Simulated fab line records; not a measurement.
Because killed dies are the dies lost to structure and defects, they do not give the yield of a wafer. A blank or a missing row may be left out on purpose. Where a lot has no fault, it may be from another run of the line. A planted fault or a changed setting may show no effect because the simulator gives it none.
Chamber matching    flow sky130    cmp-01 running SKY_CONTACT_CMP_04: 4 sister chambers
The step polishes SiO2. 21 wafers are shown with their chamber, then 10 later ones without.

== WAFERS WITH THEIR CHAMBER ==
wafer   chamber  motorCurrentA (A)  timeToEndpointS (s)
L725.3  2        13.8               87
L725.4  0        9.3                81
L725.6  3        10.4               83
L727.3  1        11.8               83
L727.5  1        11.9               85
L727.6  0        9.9                89
L728.1  2        13.6               84
L728.4  1        11.4               81
L728.6  3        10.2               81
L730.1  2        13.4               85
L730.5  0        9.7                82
L730.6  1        12.8               81
L731.2  1        11.6               78
L731.3  2        12.7               86
L731.5  3        10.8               85
L732.2  2        13.7               78
L732.4  3        10.6               82
L732.5  1        12.1               83
L737.1  2        13.5               84
L737.5  3        10.9               83
L738.2  1        11.7               72

SIGNATURES (averages over the wafers above)
reading          chamber 0  chamber 1  chamber 2  chamber 3  scatter within a chamber
motorCurrentA    9.633      11.900     13.450     10.580     0.386
timeToEndpointS  84.00      80.43      84.00      82.80      3.5
Rule: for each reading, subtract the chamber's mean from the wafer's reading, divide by that reading's scatter and square the result; add these up over the readings and take the root, which gives the wafer's distance from the chamber. If the next closest chamber is less than 2 further off than the closest, the wafer can't be placed; otherwise it belongs to the closest. The scatter: the root of (the sum of the squares of (reading less its chamber's mean) over the shown wafers, divided by (wafers less chambers)).

== WAFERS WHOSE CHAMBER IS MISSING ==
wafer   motorCurrentA (A)  timeToEndpointS (s)
L738.6  9.5                79
L743.2  10.3               79
L743.4  9.0                80
L743.6  10.0               84
L745.1  9.6                76
L745.3  10.3               83
L745.6  11.1               80
L748.2  9.7                78
L748.5  9.5                83
L748.6  12.1               84

== WHICH CHAMBER EACH ONE RAN IN ==
wafer   from the rows above      in truth
L738.6  can't be placed: 0 or 3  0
L743.2  can't be placed: 3 or 0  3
L743.4  0                        0
L743.6  can't be placed: 0 or 3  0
L745.1  can't be placed: 0 or 3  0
L745.3  can't be placed: 3 or 0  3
L745.6  can't be placed: 3 or 1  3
L748.2  can't be placed: 0 or 3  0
L748.5  0                        0
L748.6  1                        1
Placed correctly: 3 of 10. Unplaceable from these rows: 7, with the true chamber sitting among the candidates in 7. 0 placed wrongly.
